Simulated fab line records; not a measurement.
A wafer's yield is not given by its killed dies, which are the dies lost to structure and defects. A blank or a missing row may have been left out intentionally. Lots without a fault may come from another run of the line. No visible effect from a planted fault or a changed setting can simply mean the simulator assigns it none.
fab line records + flow gf180mcu
record
- lots=5
- wafers=15
- last-day=34
route steps=602 shown M2@379 V2@382
lots that met no fault: from a run of the same line without faults
start-h: the number of hours between the record's first day and the start of the first shown wafer of the lot + wait-h: how many hours have passed since the lot's step before this one + " unchanged from the row above + L1.1+2: several wafers, shown together as one row + - no value present, or no start provided + * or withheld: withheld + < > ~ a bound
route shown NAME@n: NAME is a module with steps in the file, n the number in the route of the first one + usual: mean/standard deviation of fault-free wafers + same: alike in all rows + chamber/n: place in a boat + sites: each site's reading + _std_site: how widely they spread, as a standard deviation + _edge_site: inner sites' mean taken away from outer sites' mean + radius-mm: for every site, how far away it sits from the centre of the wafer + mask NAME#n: copy n + behind: the most recent tool/chamber to have shaped the wafer + hold: why the lot was held/for how many hours/how that ended + device: which transistor (n, p or np) failed to switch + end of line: at the end of the route, the tests of the same wafers + where a step has no rows: the recipe by itself + killed: not the wafer's yield, but the dies lost to structure and defects at the first sort + map: a wafer's dies, x killed, . not, _ none there
set.NAME: the setting as run; set.NAME@STEP: as run at that earlier step + model.NAME: the simulator's own value behind a step, which no gauge read
lots at some steps of the route; a table a step, a row a wafer
services: the hour from which a tool's chamber was out of use, counted from the record's first day as start-h (under 0 if before that day), plus the number of hours and why
## steps
# step GF_M2_STRIP_17
# recipe
- chemistry=O2/N2
- power-w=1400
- pressure-mtorr=1500
- platen-temp-c=250
- o2-flow-sccm=3000
- n2-flow-sccm=300
- overash-fraction=0.5
# usual
- drypump-motor-current-A=5.7/0.37
- heater-power-w=333/35
- o2-flow-sccm=3001/8.4
- oes-product-au=0.538/0.0049
- platen-temp-c=249.98/0.16
- strip-time-to-endpoint-s=7.38/0.049
# same
- overash-fraction=0.5
| lot.wafer | tool            | chamber | start-h | wait-h | drypump-motor-current-A | heater-power-w | o2-flow-sccm | oes-product-au | platen-temp-c | rf-hours-counter-h | strip-time-to-endpoint-s |
|-----------|-----------------|---------|---------|--------|-------------------------|----------------|--------------|----------------|---------------|--------------------|--------------------------|
| L078.1    | plasma-asher-01 | 1       | 483.17  | 0.1    | 5.8                     | 309            | 2997         | 0.541          | 250.12        | 5                  | 7.42                     |
| L078.2    | "               | 0       | "       | "      | 6.5                     | 356            | 2994         | 0.542          | 249.98        | 5                  | 7.45                     |
| L078.4    | "               | 1       | "       | "      | 5.8                     | 314            | 3011         | 0.540          | 250.15        | -                  | 7.43                     |
| L081.1    | plasma-asher-02 | 1       | 506.76  | 0.1    | 5.4                     | 366            | 2991         | 0.532          | 250.30        | 75                 | 7.31                     |
| L081.4    | "               | 1       | "       | "      | 5.4                     | 382            | 2977         | 0.536          | 250.16        | -                  | 7.41                     |
| L081.5    | "               | 1       | "       | "      | 5.5                     | 390            | 3004         | 0.534          | 250.27        | -                  | 7.28                     |
| L094.3    | plasma-asher-01 | 0       | 605.30  | 0.1    | 6.5                     | 355            | 3012         | 0.543          | 249.79        | -                  | 7.33                     |
| L094.4    | "               | 1       | "       | "      | 5.9                     | 311            | 2990         | 0.538          | 249.91        | -                  | 7.40                     |
| L094.6    | "               | 0       | "       | "      | 6.5                     | 367            | 3006         | 0.534          | 249.99        | -                  | 7.32                     |
| L095.1    | plasma-asher-04 | 1       | 611.44  | 0.1    | 5.9                     | 275            | 3003         | 0.530          | 249.86        | 102                | 7.35                     |
| L095.4    | "               | 0       | "       | "      | 5.2                     | 320            | 2999         | 0.540          | 250.13        | -                  | 7.38                     |
| L095.5    | "               | 1       | "       | "      | 5.8                     | 271            | 3007         | 0.532          | 249.87        | -                  | 7.38                     |
| L097.1    | plasma-asher-02 | 1       | 631.89  | 0.1    | 5.5                     | 384            | 2988         | 0.544          | 249.86        | 88                 | 7.41                     |
| L097.3    | "               | 0       | "       | "      | 5.7                     | 328            | 3004         | 0.546          | 249.82        | -                  | 7.45                     |
| L097.4    | "               | 1       | "       | "      | 5.5                     | 375            | 2988         | 0.538          | 249.97        | -                  | 7.41                     |
# step GF_M2_STRIP_18
# recipe
- chemistry=post-etch-residue-remover
- time-s=1200
- temp-c=72.5
| lot.wafer  | tool         | chamber | start-h | wait-h |
|------------|--------------|---------|---------|--------|
| L078.1+2+4 | wet-bench-01 | 3       | 483.27  | 0.1    |
| L081.1+4+5 | wet-bench-04 | 2       | 506.86  | 0.1    |
| L094.3+4+6 | wet-bench-02 | 3       | 605.37  | 0.0    |
| L095.1+4+5 | wet-bench-01 | 1       | 611.54  | 0.1    |
| L097.1+3+4 | wet-bench-02 | 0       | 631.99  | 0.1    |
# step GF_M2_CLEAN_19
# recipe
- chemistry=DIW
- dry=n2-spin
| lot.wafer  | tool         | chamber | start-h | wait-h |
|------------|--------------|---------|---------|--------|
| L078.1+2+4 | wet-bench-04 | 3       | 483.61  | 0.0    |
| L081.1+4+5 | wet-bench-02 | 3       | 507.61  | 0.0    |
| L094.3+4+6 | wet-bench-01 | 0       | 605.71  | 0.0    |
| L095.1+4+5 | wet-bench-04 | 0       | 611.89  | 0.0    |
| L097.1+3+4 | wet-bench-04 | 3       | 632.33  | 0.0    |
# step GF_V2_CVD_00
# recipe
- material=SiO2
- target-thk-nm=600
- sigma-open-frac=0.3
- temp-c=400
- time-s=100
- sih4-flow-sccm=60
- pressure-mtorr=6
# usual
- pressure-mtorr=5.999/0.012
| lot.wafer | tool      | chamber | start-h | wait-h | pressure-mtorr |
|-----------|-----------|---------|---------|--------|----------------|
| L078.1    | hdpcvd-02 | 1       | 483.70  | 0.0    | 6.003          |
| L078.2    | "         | 0       | "       | "      | 5.993          |
| L078.4    | "         | 2       | "       | "      | 6.004          |
| L081.1    | hdpcvd-02 | 0       | 507.71  | 0.0    | 6.001          |
| L081.4    | "         | 0       | "       | "      | 6.017          |
| L081.5    | "         | 2       | "       | "      | 5.996          |
| L094.3    | hdpcvd-02 | 2       | 605.80  | 0.0    | 6.008          |
| L094.4    | "         | 2       | "       | "      | 6.009          |
| L094.6    | "         | 0       | "       | "      | 5.990          |
| L095.1    | hdpcvd-02 | 0       | 611.98  | 0.0    | 6.004          |
| L095.4    | "         | 1       | "       | "      | 6.003          |
| L095.5    | "         | 2       | "       | "      | 5.985          |
| L097.1    | hdpcvd-01 | 1       | 632.42  | 0.0    | 5.991          |
| L097.3    | "         | 0       | "       | "      | 5.990          |
| L097.4    | "         | 2       | "       | "      | 5.996          |
# step GF_V2_THK_MEAS_01
# recipe
- reads=SiO2_of_V2_CVD_00
# usual
- V2_CVD_00_THK=600/6.2
| lot.wafer | tool          | chamber | start-h | wait-h | V2_CVD_00_THK[nm] |
|-----------|---------------|---------|---------|--------|-------------------|
| L078.1    | film-metro-04 | -       | 483.77  | 0.0    | 614               |
| L078.2    | "             | -       | "       | "      | 610               |
| L078.4    | "             | -       | "       | "      | 602               |
| L081.1    | film-metro-02 | -       | 507.78  | 0.0    | 590               |
| L081.4    | "             | -       | "       | "      | 590               |
| L081.5    | "             | -       | "       | "      | 594               |
| L094.3    | film-metro-03 | -       | 605.90  | 0.1    | 600               |
| L094.4    | "             | -       | "       | "      | 594               |
| L094.6    | "             | -       | "       | "      | 607               |
| L095.1    | film-metro-02 | -       | 612.05  | 0.0    | 596               |
| L095.4    | "             | -       | "       | "      | 596               |
| L095.5    | "             | -       | "       | "      | 594               |
| L097.1    | film-metro-02 | -       | 632.49  | 0.0    | 602               |
| L097.3    | "             | -       | "       | "      | 598               |
| L097.4    | "             | -       | "       | "      | 596               |
# step GF_V2_CVD_02
# recipe
- material=SiO2
- target-thk-nm=850
- precursor=TEOS
- temp-c=400
- time-s=94.851
- rf-w=600
# usual
- heater-power-w=634/110
| lot.wafer | tool     | chamber | start-h | wait-h | heater-power-w |
|-----------|----------|---------|---------|--------|----------------|
| L078.1    | pecvd-02 | 2       | 483.83  | 0.1    | 413            |
| L078.2    | "        | 1       | "       | "      | 572            |
| L078.4    | "        | 2       | "       | "      | 446            |
| L081.1    | pecvd-01 | 1       | 507.84  | 0.1    | 669            |
| L081.4    | "        | 2       | "       | "      | 845            |
| L081.5    | "        | 0       | "       | "      | 705            |
| L094.3    | pecvd-04 | 0       | 605.94  | 0.0    | 741            |
| L094.4    | "        | 0       | "       | "      | 612            |
| L094.6    | "        | 1       | "       | "      | 587            |
| L095.1    | pecvd-02 | 0       | 612.11  | 0.1    | 827            |
| L095.4    | "        | 0       | "       | "      | 656            |
| L095.5    | "        | 2       | "       | "      | 474            |
| L097.1    | pecvd-02 | 2       | 632.55  | 0.1    | 405            |
| L097.3    | "        | 0       | "       | "      | 734            |
| L097.4    | "        | 0       | "       | "      | 786            |
# step GF_V2_THK_MEAS_03
# recipe
- reads=SiO2_of_V2_CVD_02
# usual
- V2_CVD_02_THK=852/10
| lot.wafer | tool          | chamber | start-h | wait-h | V2_CVD_02_THK[nm] |
|-----------|---------------|---------|---------|--------|-------------------|
| L078.1    | film-metro-03 | -       | 483.90  | 0.0    | 841               |
| L078.2    | "             | -       | "       | "      | 853               |
| L078.4    | "             | -       | "       | "      | 861               |
| L081.1    | film-metro-04 | -       | 507.91  | 0.0    | 849               |
| L081.4    | "             | -       | "       | "      | 859               |
| L081.5    | "             | -       | "       | "      | 849               |
| L094.3    | film-metro-02 | -       | 606.03  | 0.1    | 845               |
| L094.4    | "             | -       | "       | "      | 862               |
| L094.6    | "             | -       | "       | "      | 853               |
| L095.1    | film-metro-02 | -       | 612.18  | 0.0    | 848               |
| L095.4    | "             | -       | "       | "      | 854               |
| L095.5    | "             | -       | "       | "      | 865               |
| L097.1    | film-metro-04 | -       | 632.62  | 0.0    | 837               |
| L097.3    | "             | -       | "       | "      | 844               |
| L097.4    | "             | -       | "       | "      | 849               |
# step GF_V2_CMP_04
# recipe
- material=SiO2
- down-force-psi=4
- platen-rpm=60
- pad-velocity-m-s=0.94248
# usual
- motor-current-A=11.7/1.1
- time-to-endpoint-s=81/5.1
| lot.wafer | tool   | chamber | start-h | wait-h | motor-current-A | time-to-endpoint-s |
|-----------|--------|---------|---------|--------|-----------------|--------------------|
| L078.4    | cmp-02 | 2       | 483.96  | 0.0    | 13.4            | 84                 |
| L078.1    | "      | 3       | "       | "      | 11.9            | 76                 |
| L078.2    | "      | 1       | "       | "      | 11.4            | 80                 |
| L081.1    | cmp-02 | 0       | 508.01  | 0.1    | 11.7            | 76                 |
| L081.4    | "      | 3       | "       | "      | 11.6            | 80                 |
| L081.5    | "      | 0       | "       | "      | 11.9            | 78                 |
| L094.4    | cmp-01 | 3       | 606.17  | 0.1    | 10.0            | 81                 |
| L094.3    | "      | 0       | "       | "      | 12.1            | 83                 |
| L094.6    | "      | 1       | "       | "      | 11.3            | 84                 |
| L095.4    | cmp-02 | 0       | 612.53  | 0.3    | 11.6            | 82                 |
| L095.1    | "      | 1       | "       | "      | 12.8            | 79                 |
| L095.5    | "      | 0       | "       | "      | 11.9            | 87                 |
| L097.3    | cmp-01 | 3       | 632.68  | 0.0    | 10.0            | 76                 |
| L097.4    | "      | 1       | "       | "      | 11.2            | 81                 |
| L097.1    | "      | 2       | "       | "      | 10.6            | 80                 |
# step GF_V2_BOW_MEAS_05
# recipe
- mode=bow
# usual
- V2_BOW=99/7.6
| lot.wafer | tool          | chamber | start-h | wait-h | V2_BOW[um] |
|-----------|---------------|---------|---------|--------|------------|
| L078.1    | film-metro-04 | -       | 484.26  | 0.2    | 90         |
| L078.2    | "             | -       | "       | "      | 103        |
| L078.4    | "             | -       | "       | "      | 100        |
| L081.1    | film-metro-03 | -       | 508.31  | 0.2    | 104        |
| L081.4    | "             | -       | "       | "      | 102        |
| L081.5    | "             | -       | "       | "      | 99         |
| L094.3    | film-metro-04 | -       | 606.41  | 0.1    | 97         |
| L094.4    | "             | -       | "       | "      | 99         |
| L094.6    | "             | -       | "       | "      | 99         |
| L095.1    | film-metro-02 | -       | 612.78  | 0.1    | 97         |
| L095.4    | "             | -       | "       | "      | 104        |
| L095.5    | "             | -       | "       | "      | 93         |
| L097.1    | film-metro-03 | -       | 632.98  | 0.1    | 105        |
| L097.3    | "             | -       | "       | "      | 99         |
| L097.4    | "             | -       | "       | "      | 109        |
# step GF_V2_DEHYDRATE_06
# recipe
- temp-c=200
- time-s=60
| lot.wafer  | tool           | chamber | start-h | wait-h |
|------------|----------------|---------|---------|--------|
| L078.1+2+4 | litho-track-03 | 0       | 495.48  | 11.2   |
| L081.1+4+5 | litho-track-02 | 0       | 519.53  | 11.2   |
| L094.3+4+6 | litho-track-01 | 0       | 616.05  | 9.6    |
| L095.1+4+5 | litho-track-02 | 0       | 622.38  | 9.6    |
| L097.1+3+4 | litho-track-03 | 0       | 642.93  | 9.9    |
# step GF_V2_HMDS_07
# recipe
- prime-time-s=60
- prime-temp-c=120
| lot.wafer  | tool           | chamber | start-h | wait-h |
|------------|----------------|---------|---------|--------|
| L078.1+2+4 | litho-track-03 | 0       | 495.63  | 0.1    |
| L081.1+4+5 | litho-track-02 | 0       | 519.68  | 0.1    |
| L094.3+4+6 | litho-track-01 | 0       | 616.20  | 0.1    |
| L095.1+4+5 | litho-track-02 | 0       | 622.53  | 0.1    |
| L097.1+3+4 | litho-track-03 | 0       | 643.08  | 0.1    |
# step GF_V2_COAT_08
# recipe
- resist=BARC
- temp-c=withheld
- time-s=withheld
- spin-rpm=withheld
- resist-thk-nm=withheld
| lot.wafer  | tool           | chamber | start-h | wait-h |
|------------|----------------|---------|---------|--------|
| L078.1+2+4 | litho-track-03 | 0       | 495.78  | 0.1    |
| L081.1+4+5 | litho-track-02 | 0       | 519.83  | 0.1    |
| L094.3+4+6 | litho-track-01 | 0       | 616.35  | 0.1    |
| L095.1+4+5 | litho-track-02 | 0       | 622.68  | 0.1    |
| L097.1+3+4 | litho-track-03 | 0       | 643.23  | 0.1    |
# step GF_V2_COAT_09
# recipe
- resist=KrF
- spin-rpm=withheld
- resist-thk-nm=1000
| lot.wafer  | tool           | chamber | start-h | wait-h |
|------------|----------------|---------|---------|--------|
| L078.1+2+4 | litho-track-03 | 0       | -       | -      |
| L081.1+4+5 | litho-track-02 | 0       | -       | -      |
| L094.3+4+6 | litho-track-01 | 0       | -       | -      |
| L095.1+4+5 | litho-track-02 | 0       | -       | -      |
| L097.1+3+4 | litho-track-03 | 0       | -       | -      |
# step GF_V2_SOFTBAKE_10
# recipe
- temp-c=130
- time-s=60
- resist=KrF
| lot.wafer  | tool           | chamber | start-h | wait-h |
|------------|----------------|---------|---------|--------|
| L078.1+2+4 | litho-track-03 | 0       | -       | -      |
| L081.1+4+5 | litho-track-02 | 0       | -       | -      |
| L094.3+4+6 | litho-track-01 | 0       | -       | -      |
| L095.1+4+5 | litho-track-02 | 0       | -       | -      |
| L097.1+3+4 | litho-track-03 | 0       | -       | -      |
# step GF_V2_EXPOSE_11
# recipe
- mask-id=Via2
- target-cd-nm=260
- na=0.68
- source-shape=conventional
- sigma-outer=0.6
- dose-mj=38
# same
- sigma-outer=0.6
| lot.wafer  | tool           | chamber | start-h | wait-h | mask   |
|------------|----------------|---------|---------|--------|--------|
| L078.1+2+4 | krf-scanner-01 | 0       | -       | -      | Via2#0 |
| L081.1+4+5 | krf-scanner-02 | 0       | -       | -      | Via2#0 |
| L094.3+4+6 | krf-scanner-02 | 0       | -       | -      | Via2#0 |
| L095.1+4+5 | krf-scanner-02 | 0       | -       | -      | Via2#0 |
| L097.1+3+4 | krf-scanner-01 | 0       | -       | -      | Via2#0 |
# step GF_V2_PEB_12
# recipe
- peb-temp-c=135
- peb-time-s=90
- resist=KrF
| lot.wafer  | tool           | chamber | start-h | wait-h |
|------------|----------------|---------|---------|--------|
| L078.1+2+4 | litho-track-03 | 0       | -       | -      |
| L081.1+4+5 | litho-track-01 | 0       | -       | -      |
| L094.3+4+6 | litho-track-01 | 0       | -       | -      |
| L095.1+4+5 | litho-track-01 | 0       | -       | -      |
| L097.1+3+4 | litho-track-03 | 0       | -       | -      |
# step GF_V2_DEVELOP_13
# recipe
- develop-time-s=60
- resist=KrF
- dev-temp-c=21
# usual
- developer-temp-C=21.03/0.13
# same
- develop-time-s=60
| lot.wafer | tool           | chamber | start-h | wait-h | developer-temp-C |
|-----------|----------------|---------|---------|--------|------------------|
| L078.1    | litho-track-03 | 0       | 507.68  | 0.2    | 20.95            |
| L078.2    | "              | 0       | "       | "      | 20.87            |
| L078.4    | "              | 0       | "       | "      | 21.18            |
| L081.1    | litho-track-01 | 0       | 531.40  | 0.2    | 21.00            |
| L081.4    | "              | 0       | "       | "      | 21.21            |
| L081.5    | "              | 0       | "       | "      | 21.01            |
| L094.3    | litho-track-01 | 0       | 626.80  | 0.1    | 20.86            |
| L094.4    | "              | 0       | "       | "      | 20.99            |
| L094.6    | "              | 0       | "       | "      | 20.89            |
| L095.1    | litho-track-01 | 0       | 632.40  | 0.2    | 21.08            |
| L095.4    | "              | 0       | "       | "      | 20.90            |
| L095.5    | "              | 0       | "       | "      | 21.06            |
| L097.1    | litho-track-03 | 0       | 653.08  | 0.2    | 20.90            |
| L097.3    | "              | 0       | "       | "      | 20.95            |
| L097.4    | "              | 0       | "       | "      | 20.95            |
## services
| tool            | chamber | start-h | hours | kind   |
|-----------------|---------|---------|-------|--------|
| cmp-01          | -       | 460.01  | 7.6   | pm     |
| krf-scanner-02  | -       | 468.16  | 1.0   | pm     |
| cmp-01          | -       | 472.18  | 5.2   | repair |
| krf-scanner-02  | -       | 490.16  | 1.3   | pm     |
| krf-scanner-01  | -       | 491.64  | 0.8   | pm     |
| cmp-02          | -       | 497.91  | 3.0   | repair |
| krf-scanner-01  | -       | 503.37  | 1.0   | pm     |
| cmp-01          | -       | 504.32  | 4.2   | repair |
| pecvd-02        | -       | 511.24  | 0.9   | repair |
| plasma-asher-01 | -       | 511.69  | 2.8   | pm     |
| krf-scanner-02  | -       | 532.25  | 0.8   | pm     |
| krf-scanner-02  | -       | 534.83  | 0.4   | repair |
| hdpcvd-02       | -       | 539.25  | 15.0  | pm     |
| wet-bench-04    | -       | 539.68  | 2.4   | repair |
| krf-scanner-01  | -       | 555.75  | 1.3   | pm     |
| krf-scanner-02  | -       | 560.82  | 1.9   | repair |
| krf-scanner-02  | -       | 562.70  | 0.8   | pm     |
| hdpcvd-02       | 1       | 563.57  | 7.1   | repair |
| cmp-01          | -       | 572.11  | 4.0   | pm     |
| cmp-02          | -       | 575.66  | 11.2  | repair |
| cmp-02          | -       | 586.88  | 19.9  | pm     |
| cmp-01          | -       | 590.80  | 0.4   | repair |
| krf-scanner-02  | -       | 637.16  | 1.0   | pm     |
| cmp-02          | -       | 652.43  | 1.7   | repair |
## key
fault none
